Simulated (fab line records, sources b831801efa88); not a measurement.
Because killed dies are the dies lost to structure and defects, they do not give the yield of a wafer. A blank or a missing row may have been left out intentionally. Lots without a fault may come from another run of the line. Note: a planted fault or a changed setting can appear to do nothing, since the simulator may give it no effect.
fab line records ; flow gf180mcu
[record] lots = 6; wafers = 18; last-day = 33
route steps=602 shown MIM@508
lots with no fault: from the same line, run without faults
start-h: hours from the record's opening day to when the first of the lot's shown wafers began ; wait-h: time in hours since the lot's previous step ; " same as the row above ; L1.1+2: a single row standing in for several wafers ; - no value, or no start was given ; * or withheld: withheld ; < > ~ a bound
route shown NAME@n: NAME is a module with steps in the file, n the number in the route of the first one ; usual: mean and standard deviation over wafers with no fault ; same: alike in all rows ; chamber/n: place in a boat ; sites: per-site readings ; _std_site: standard deviation of those values ; _edge_site: inner sites' mean taken away from outer sites' mean ; radius-mm: for every site, how far away it sits from the centre of the wafer ; mask NAME#n: copy n ; behind: the most recent tool/chamber to have shaped the wafer ; hold: why the lot went on hold/how many hours it stayed there/how the hold came to an end ; device: transistor that didn't switch, given as n, p or np ; end of line: at the end of the route, the tests of the same wafers ; step lacking rows: just its recipe ; killed: the dies lost at the first sort to structure and to defects; this is not the yield of the wafer ; map: dies across one wafer; x = killed, . = not, _ = none there
set.NAME: setting as actually run; set.NAME@STEP: the setting as run at that earlier step ; model.NAME: the simulator's own value behind a step, which no gauge read
lots seen at some steps along the route; tables by step, rows by wafer
services: from which hour (start-h, from the record's first day; less than 0 if before it) a tool's chamber was out of use, for how many hours, and why
[[steps]]
[step GF_MIM_CVD_05]
[recipe] material = Si3N4; target-thk-nm = 42; temp-max-c = 400; temp-c = 385; time-s = 29.086; rf-w = 450
[usual] heater-power-w = 612/56
[same] time-s = 29.086
lot.wafer;tool;chamber;start-h;wait-h;heater-power-w
L335.1;pecvd-04;2;582.40;0.0;578
L335.4;pecvd-04;0;582.40;0.0;629
L335.5;pecvd-04;1;582.40;0.0;639
L341.4;pecvd-01;1;620.54;0.0;632
L341.5;pecvd-01;0;620.54;0.0;555
L341.6;pecvd-01;2;620.54;0.0;712
L342.1;pecvd-01;2;635.67;0.0;643
L342.4;pecvd-01;2;635.67;0.0;646
L342.5;pecvd-01;1;635.67;0.0;568
L346.4;pecvd-02;0;662.64;0.0;595
L346.5;pecvd-02;2;662.64;0.0;534
L346.6;pecvd-02;1;662.64;0.0;731
L350.4;pecvd-04;2;700.32;0.0;567
L350.5;pecvd-04;1;700.32;0.0;677
L350.6;pecvd-04;0;700.32;0.0;592
L352.1;pecvd-04;0;709.08;0.0;650
L352.2;pecvd-04;1;709.08;0.0;598
L352.4;pecvd-04;1;709.08;0.0;614
[step GF_MIM_THK_MEAS_06]
[recipe] reads = Si3N4_of_MIM_CVD_05
[usual] MIM_CVD_05_THK = 42.1/0.58
lot.wafer;tool;chamber;start-h;wait-h;MIM_CVD_05_THK[nm]
L335.1;film-metro-02;-;582.43;0.0;42.0
L335.4;film-metro-02;-;582.43;0.0;42.2
L335.5;film-metro-02;-;582.43;0.0;42.7
L341.4;film-metro-03;-;620.59;0.0;42.8
L341.5;film-metro-03;-;620.59;0.0;42.5
L341.6;film-metro-03;-;620.59;0.0;43.5
L342.1;film-metro-03;-;635.71;0.0;42.5
L342.4;film-metro-03;-;635.71;0.0;43.0
L342.5;film-metro-03;-;635.71;0.0;42.3
L346.4;film-metro-03;-;662.69;0.0;42.7
L346.5;film-metro-03;-;662.69;0.0;42.5
L346.6;film-metro-03;-;662.69;0.0;42.7
L350.4;film-metro-03;-;700.37;0.0;42.1
L350.5;film-metro-03;-;700.37;0.0;42.2
L350.6;film-metro-03;-;700.37;0.0;42.0
L352.1;film-metro-03;-;709.11;0.0;42.5
L352.2;film-metro-03;-;709.11;0.0;42.0
L352.4;film-metro-03;-;709.11;0.0;41.7
[step GF_MIM_SPUTTER_07]
[recipe] material = TiN; target-thk-nm = 60; power-w = 6500; time-s = 50; chamber-pressure-pa = 0.4
[usual] throttle-valve-pct = 29.5/0.98
[same] time-s = 50
lot.wafer;tool;chamber;start-h;wait-h;throttle-valve-pct
L335.1;pvd-sputter-02;-;582.49;0.1;30.5
L335.4;pvd-sputter-02;-;582.49;0.1;28.3
L335.5;pvd-sputter-02;-;582.49;0.1;30.7
L341.4;pvd-sputter-04;-;620.62;0.0;28.9
L341.5;pvd-sputter-04;-;620.62;0.0;28.3
L341.6;pvd-sputter-04;-;620.62;0.0;28.8
L342.1;pvd-sputter-02;-;635.77;0.1;28.6
L342.4;pvd-sputter-02;-;635.77;0.1;29.4
L342.5;pvd-sputter-02;-;635.77;0.1;31.3
L346.4;pvd-sputter-03;-;662.72;0.0;30.1
L346.5;pvd-sputter-03;-;662.72;0.0;30.0
L346.6;pvd-sputter-03;-;662.72;0.0;28.3
L350.4;pvd-sputter-04;-;700.40;0.0;29.7
L350.5;pvd-sputter-04;-;700.40;0.0;29.1
L350.6;pvd-sputter-04;-;700.40;0.0;28.7
L352.1;pvd-sputter-02;-;709.17;0.1;29.3
L352.2;pvd-sputter-02;-;709.17;0.1;31.5
L352.4;pvd-sputter-02;-;709.17;0.1;28.5
[step GF_MIM_SPUTTER_08]
[recipe] material = AlCu; target-thk-nm = 200; power-w = 10600; time-s = 10.6; chamber-pressure-pa = 0.4
[usual] throttle-valve-pct = 29.5/1
[same] time-s = 10.6
lot.wafer;tool;chamber;start-h;wait-h;throttle-valve-pct
L335.1;pvd-sputter-02;-;582.53;0.0;30.7
L335.4;pvd-sputter-02;-;582.53;0.0;28.4
L335.5;pvd-sputter-02;-;582.53;0.0;30.7
L341.4;pvd-sputter-04;-;620.66;0.0;28.9
L341.5;pvd-sputter-04;-;620.66;0.0;28.5
L341.6;pvd-sputter-04;-;620.66;0.0;28.9
L342.1;pvd-sputter-02;-;635.81;0.0;28.5
L342.4;pvd-sputter-02;-;635.81;0.0;29.4
L342.5;pvd-sputter-02;-;635.81;0.0;31.6
L346.4;pvd-sputter-03;-;662.76;0.0;29.9
L346.5;pvd-sputter-03;-;662.76;0.0;30.0
L346.6;pvd-sputter-03;-;662.76;0.0;28.4
L350.4;pvd-sputter-04;-;700.44;0.0;29.2
L350.5;pvd-sputter-04;-;700.44;0.0;29.1
L350.6;pvd-sputter-04;-;700.44;0.0;28.9
L352.1;pvd-sputter-02;-;709.22;0.0;29.4
L352.2;pvd-sputter-02;-;709.22;0.0;31.4
L352.4;pvd-sputter-02;-;709.22;0.0;28.5
[step GF_MIM_SPUTTER_09]
[recipe] material = TiN; target-thk-nm = 35; power-w = 6248; time-s = 29.2; chamber-pressure-pa = 0.4
[usual] throttle-valve-pct = 29.5/0.98
[same] time-s = 29.2
lot.wafer;tool;chamber;start-h;wait-h;throttle-valve-pct
L335.1;pvd-sputter-02;-;582.56;0.0;30.5
L335.4;pvd-sputter-02;-;582.56;0.0;28.6
L335.5;pvd-sputter-02;-;582.56;0.0;30.5
L341.4;pvd-sputter-04;-;620.69;0.0;28.9
L341.5;pvd-sputter-04;-;620.69;0.0;28.1
L341.6;pvd-sputter-04;-;620.69;0.0;28.8
L342.1;pvd-sputter-02;-;635.83;0.0;28.5
L342.4;pvd-sputter-02;-;635.83;0.0;29.6
L342.5;pvd-sputter-02;-;635.83;0.0;31.2
L346.4;pvd-sputter-03;-;662.79;0.0;30.1
L346.5;pvd-sputter-03;-;662.79;0.0;30.0
L346.6;pvd-sputter-03;-;662.79;0.0;28.6
L350.4;pvd-sputter-04;-;700.47;0.0;29.5
L350.5;pvd-sputter-04;-;700.47;0.0;29.1
L350.6;pvd-sputter-04;-;700.47;0.0;28.9
L352.1;pvd-sputter-02;-;709.24;0.0;29.4
L352.2;pvd-sputter-02;-;709.24;0.0;31.4
L352.4;pvd-sputter-02;-;709.24;0.0;28.6
[step GF_MIM_RS_MEAS_10]
[recipe] thk-meas-gauge = four-point-probe; reads = TiN_of_MIM_SPUTTER_09+AlCu_of_MIM_SPUTTER_08+TiN_of_MIM_SPUTTER_07
[usual] MIM_ALCU_RS = 0.1595/0.0018
lot.wafer;tool;chamber;start-h;wait-h;MIM_ALCU_RS[ohm/sq]
L335.1;film-metro-04;-;582.59;0.0;0.1590
L335.4;film-metro-04;-;582.59;0.0;0.1584
L335.5;film-metro-04;-;582.59;0.0;0.1595
L341.4;film-metro-04;-;620.78;0.1;0.1580
L341.5;film-metro-04;-;620.78;0.1;0.1577
L341.6;film-metro-04;-;620.78;0.1;0.1594
L342.1;film-metro-03;-;635.87;0.0;0.1585
L342.4;film-metro-03;-;635.87;0.0;0.1605
L342.5;film-metro-03;-;635.87;0.0;0.1572
L346.4;film-metro-04;-;662.88;0.1;0.1571
L346.5;film-metro-04;-;662.88;0.1;0.1595
L346.6;film-metro-04;-;662.88;0.1;0.1598
L350.4;film-metro-04;-;700.56;0.1;0.1617
L350.5;film-metro-04;-;700.56;0.1;0.1612
L350.6;film-metro-04;-;700.56;0.1;0.1617
L352.1;film-metro-02;-;709.27;0.0;0.1598
L352.2;film-metro-02;-;709.27;0.0;0.1580
L352.4;film-metro-02;-;709.27;0.0;0.1572
[step GF_MIM_THK_MEAS_11]
[recipe] thk-meas-gauge = xrf; reads = AlCu_of_MIM_SPUTTER_08
[usual] MIM_ALCU_THK = 200.6/2.2
lot.wafer;tool;chamber;start-h;wait-h;MIM_ALCU_THK[nm]
L335.1;film-metro-04;-;582.71;0.1;199.9
L335.4;film-metro-04;-;582.71;0.1;201.4
L335.5;film-metro-04;-;582.71;0.1;198.8
L341.4;film-metro-04;-;620.87;0.1;202.4
L341.5;film-metro-04;-;620.87;0.1;203.8
L341.6;film-metro-04;-;620.87;0.1;201.4
L342.1;film-metro-03;-;635.99;0.1;201.7
L342.4;film-metro-03;-;635.99;0.1;200.0
L342.5;film-metro-03;-;635.99;0.1;203.5
L346.4;film-metro-04;-;662.97;0.1;202.2
L346.5;film-metro-04;-;662.97;0.1;199.1
L346.6;film-metro-04;-;662.97;0.1;199.7
L350.4;film-metro-04;-;700.65;0.1;198.5
L350.5;film-metro-04;-;700.65;0.1;199.4
L350.6;film-metro-04;-;700.65;0.1;197.6
L352.1;film-metro-02;-;709.39;0.1;200.6
L352.2;film-metro-02;-;709.39;0.1;202.9
L352.4;film-metro-02;-;709.39;0.1;203.7
[step GF_MIM_DEHYDRATE_12]
[recipe] temp-c = 200; time-s = 60
[step GF_MIM_HMDS_13]
[recipe] prime-time-s = 60; prime-temp-c = 120
[step GF_MIM_COAT_14]
[recipe] resist = NOVOLAK; spin-rpm = 3000; resist-thk-nm = 1000
[step GF_MIM_SOFTBAKE_15]
[recipe] temp-c = 90; time-s = 60; resist = NOVOLAK
[step GF_MIM_EXPOSE_16]
[recipe] mask-id = FuseTop; target-cd-nm = 2000; na = 0.6; source-shape = conventional; sigma-outer = 0.6; dose-mj = 140
[step GF_MIM_PEB_17]
[recipe] temp-c = withheld; time-s = *; resist = NOVOLAK
[usual] chill-plate-temp-C = *; exhaust-pa = 45.0/0.88; time-s = *
lot.wafer;tool;chamber;start-h;wait-h;chill-plate-temp-C;exhaust-pa;time-s
L335.1;litho-track-03;0;603.64;-;*;45.1;*
L335.4;litho-track-03;0;603.64;-;*;43.7;*
L335.5;litho-track-03;0;603.64;-;*;44.8;*
L341.4;litho-track-04;0;641.12;-;*;45.1;*
L341.5;litho-track-04;0;641.12;-;*;45.5;*
L341.6;litho-track-04;0;641.12;-;*;44.5;*
L342.1;litho-track-03;0;655.29;-;*;45.0;*
L342.4;litho-track-03;0;655.29;-;*;44.9;*
L342.5;litho-track-03;0;655.29;-;*;44.7;*
L346.4;litho-track-04;0;682.12;-;*;45.8;*
L346.5;litho-track-04;0;682.12;-;*;45.7;*
L346.6;litho-track-04;0;682.12;-;*;43.6;*
L350.4;litho-track-03;-;717.27;-;-;-;-
L350.5;litho-track-03;-;717.27;-;-;-;-
L350.6;litho-track-03;-;717.27;-;-;-;-
L352.1;litho-track-03;-;726.49;-;-;-;-
L352.2;litho-track-03;-;726.49;-;-;-;-
L352.4;litho-track-03;-;726.49;-;-;-;-
[step GF_MIM_DEVELOP_18]
[recipe] develop-time-s = 60; dev-temp-c = 23
[[services]]
tool;chamber;start-h;hours;kind
pvd-sputter-03;-;599.17;2.7;repair
pecvd-01;2;605.31;6.3;repair
pecvd-02;-;659.81;1.7;repair
litho-track-04;-;669.07;-;consumable-replace:filter
pecvd-01;-;686.19;0.5;repair
pvd-sputter-02;-;695.77;1.9;repair
pecvd-01;-;712.92;1.3;repair
pvd-sputter-04;-;716.38;0.7;repair
pecvd-02;-;716.43;2.8;repair
pecvd-04;-;720.69;4.3;repair
[[key]]
[first-sign] step = GF_MIM_PEB_17; reading = tool-record; direction = missing
effect none on later readings
met-at GF_MIM_PEB_17
struck-wafers L350.4,L350.5,L350.6,L352.1,L352.2,L352.4
sort-left-out L350.4,L350.5,L350.6,L352.1,L352.2,L352.4
onset-between 655.29 717.27
[fault] kind = skipped-step-whole; tool = litho-track-03; chamber = -; onset-h = 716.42; steps = GF_MIM_PEB_17; scope = struck-lots-only
// sort-left-out: the simulated sort isn't trusted on such a fault, so these wafers' sort isn't shown, and their yield isn't known
